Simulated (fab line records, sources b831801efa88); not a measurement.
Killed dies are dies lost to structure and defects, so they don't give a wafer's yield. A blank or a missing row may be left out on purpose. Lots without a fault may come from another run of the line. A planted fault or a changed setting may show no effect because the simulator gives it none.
Chamber matching | flow sky130 | SKY_FIELD_ISO_CMP_27 on cmp-02: 4 sister chambers
The step polishes, stops on Si3N4, t overpolish 16 s, target thk 457.8 nm. 4 wafers are shown with their chamber, then 9 later ones without.

WAFERS WITH THEIR CHAMBER
wafer  | chamber | motor_current_A (A)
L235.1 | 1       | 13.3
L235.6 | 2       | 12.1
L241.3 | 3       | 10.4
L241.6 | 0       | 12.1

WAFERS WITHOUT THEIR CHAMBER
wafer  | motor_current_A (A)
L242.1 | 10.5
L242.2 | 12.6
L242.4 | 11.7
L245.1 | 10.6
L245.4 | 12.2
L245.5 | 10.7
L249.2 | 10.5
L249.3 | 12.7
L249.6 | 12.3

WHICH CHAMBER EACH WENT THROUGH
wafer  | from the rows above          | in truth
L242.1 | 3                            | 3
L242.2 | can't be placed: 0 or 2 or 1 | 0
L242.4 | can't be placed: 0 or 2      | 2
L245.1 | 3                            | 3
L245.4 | can't be placed: 0 or 2      | 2
L245.5 | 3                            | 3
L249.2 | 3                            | 3
L249.3 | can't be placed: 0 or 2 or 1 | 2
L249.6 | can't be placed: 0 or 2      | 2
Placed correctly: 4 of 9. Can't be placed from these rows: 5 (the true chamber is among the candidates in 5). Placed wrongly: 0.
How it was worked out, from the rows above alone: a wafer's distance from a chamber is the root of the sum, over the readings, of the square of ((its reading less the chamber's mean) divided by the reading's scatter). The wafer belongs to the nearest chamber; if the next one is less than 2 further off, it can't be placed. A chamber's mean is the mean of its shown wafers. The scatter: with one shown wafer a chamber, the root of the mean of the squares of how far each hidden wafer lies from its nearest shown one.
